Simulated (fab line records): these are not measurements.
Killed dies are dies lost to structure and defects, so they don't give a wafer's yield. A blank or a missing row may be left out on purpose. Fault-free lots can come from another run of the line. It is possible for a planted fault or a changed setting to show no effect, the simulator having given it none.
Chamber matching + flow gf180mcu + rie si-01 running GF_POLY_GATE_ETCH_13: 4 sister chambers
The step etches poly-Si in HBr/Cl2, stops on SiO2, target depth 198.5 nm, time 69.6 s. 8 wafers are shown with their chamber, then 6 later ones without.

## WAFERS WITH THEIR CHAMBER
| wafer  | chamber | bias w (W) | oes product au (a.u.) |
|--------|---------|------------|-----------------------|
| L311.3 | 2       | 99.7       | 0.984                 |
| L315.1 | 2       | 99.8       | 0.983                 |
| L315.2 | 3       | 100.5      | 0.980                 |
| L315.3 | 0       | 99.7       | 0.989                 |
| L316.3 | 3       | 100.3      | 0.987                 |
| L316.5 | 1       | 100.2      | 0.985                 |
| L317.1 | 0       | 100.2      | 0.989                 |
| L317.3 | 1       | 100.7      | 0.992                 |

## WAFERS MISSING THEIR CHAMBER
| wafer  | bias w (W) | oes product au (a.u.) |
|--------|------------|-----------------------|
| L317.4 | 99.9       | 0.975                 |
| L319.1 | 100.8      | 0.989                 |
| L319.3 | 100.3      | 0.987                 |
| L329.4 | 99.9       | 0.992                 |
| L329.5 | 100.4      | 0.982                 |
| L329.6 | 99.4       | 0.979                 |

## WHICH CHAMBER EACH WENT THROUGH
| wafer  | from the rows above               | in truth |
|--------|-----------------------------------|----------|
| L317.4 | can't be placed: 2 or 3 or 0 or 1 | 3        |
| L319.1 | can't be placed: 1 or 3 or 0      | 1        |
| L319.3 | can't be placed: 1 or 3 or 0 or 2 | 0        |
| L329.4 | can't be placed: 0 or 1 or 2      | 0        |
| L329.5 | can't be placed: 3 or 1           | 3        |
| L329.6 | can't be placed: 2 or 0           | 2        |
Correctly placed: 0 of 6. These rows do not allow placing 6 (true chamber among the candidates in 6). Placed wrongly: 0.
How it was worked out, from the rows above alone: a wafer's distance from a chamber is the root of the sum, over the readings, of the square of ((its reading less the chamber's mean) divided by the reading's scatter). If the next closest chamber is less than 2 further off than the closest, the wafer can't be placed; otherwise it belongs to the closest. For every chamber, the mean is computed from those of its wafers that are shown. The scatter: the root of (the sum of the squares of (reading less its chamber's mean) over the shown wafers, divided by (wafers less chambers)).
